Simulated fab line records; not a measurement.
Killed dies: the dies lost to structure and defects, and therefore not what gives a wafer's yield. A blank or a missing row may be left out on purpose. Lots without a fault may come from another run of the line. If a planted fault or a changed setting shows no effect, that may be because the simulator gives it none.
Struck lot and sound lot, side by side -- flow sky130 -- 22 out of 708 route steps
Sound: these wafers, L878.1, L878.2, L878.5. Wafers struck: L889.3, L889.4, L889.6. The cause is named last.
Per side, at each step with rows, come the tool, then ch with its chambers, and then its first start. Under that, the readings that differ: sound wafers -- struck wafers -- difference of the means -- sigmas: that difference in standard deviations of wafers without a fault.
alike: a reading whose means differ by less than 2 such deviations, as well as words and numbers matching on both sides. not compared: withheld readings; readings where some wafer has no value; bounds like >300 that might hide an equal value; numbers whose values overlap and for which the record gives no deviation.
Wherever a step has rows on one side only, a row that says differs or no value, or a row with sigmas, the two part there. Non-overlapping numbers with no deviation appear without sigmas and do not part them. Lack of a reading on every wafer of one side parts them only where that side has two or more wafers.

first, 4 steps without rows for these wafers: SKY_PWDE_SOFTBAKE_03; SKY_PWDE_EXPOSE_04 (exposes mask PWDEM, target cd 840 nm); SKY_PWDE_PEB_05; SKY_PWDE_DEVELOP_06 (develop time 60 s).
SKY_PWDE_OVL_MEAS_07:
  sound: overlay-01 at day 4 05:36; struck: overlay-02 at day 6 19:34
  alike: PWDE_OVL
next, for these wafers, 1 step has no rows: SKY_PWDE_IMPLANT_08.
SKY_PWDE_STRIP_09: strips in O2/N2.
  sound on plasma_asher-02 ch 0,1, day 4 05:47; struck on plasma_asher-04 ch 0,1, day 6 19:46
  alike: chamber_pressure_mTorr, drypump_motor_current_A, oes_product_au, strip_time_to_endpoint_s
  not compared: rf_hours_counter_h
SKY_PWDE_TW_MEAS_10:
  sound: film_metro-01 at day 4 05:53; struck: film_metro-03 at day 6 19:52
reading,sound,struck,difference,sigmas
PWDE_TW,374 372 374,382 381 384,+9,+2
then, 4 steps without rows for these wafers: SKY_NWELL_DEHYDRATE_03 (time 60 s); SKY_NWELL_HMDS_04 (prime time 60 s); SKY_NWELL_COAT_05 (resist thk 3000 nm); SKY_NWELL_SOFTBAKE_06.
SKY_NWELL_EXPOSE_07: exposes mask NWM, target cd 840 nm.
  sound on iline_stepper-02 ch 0, day 4 14:41; struck on iline_stepper-02 ch 0, day 7 05:13
reading,sound,struck,difference,sigmas
mask,NWM#0 NWM#0 NWM#0,HVTPM#0 HVTPM#0 HVTPM#0,differs,
  alike: focus_offset_nm
then, 2 steps without rows for these wafers: SKY_NWELL_PEB_08; SKY_NWELL_DEVELOP_09 (develop time 60 s).
SKY_NWELL_OVL_MEAS_10:
  sound: overlay-02 at day 4 23:22; struck: overlay-02 at day 7 15:56
reading,sound,struck,difference,sigmas
NWELL_00_OVL (nm),-0.4 -1.8 0.1,- - -,no value on the struck wafers,
then, 3 steps without rows for these wafers: SKY_NWELL_IMPLANT_11; SKY_NWELL_IMPLANT_12; SKY_NWELL_IMPLANT_13.
SKY_NWELL_STRIP_14: strips in O2/N2.
  sound on plasma_asher-03 ch 0,1, day 4 23:51; struck on plasma_asher-02 ch 0,1, day 7 16:26
  alike: chamber_pressure_mTorr, drypump_motor_current_A, oes_product_au, strip_time_to_endpoint_s
  not compared: rf_hours_counter_h
SKY_NWELL_TW_MEAS_15:
  sound: film_metro-04 at day 4 23:57; struck: film_metro-04 at day 7 16:31
reading,sound,struck,difference,sigmas
NWELL_TW,1805 1806 1803,30 30 30,-1775,-81
then, 1 step without rows for these wafers: SKY_NWELL_DEHYDRATE_16 (time 60 s).

WHERE THEY PART
At SKY_PWDE_TW_MEAS_10 first; at SKY_NWELL_TW_MEAS_15 last (within this record only).

WHY: what the simulator had put in
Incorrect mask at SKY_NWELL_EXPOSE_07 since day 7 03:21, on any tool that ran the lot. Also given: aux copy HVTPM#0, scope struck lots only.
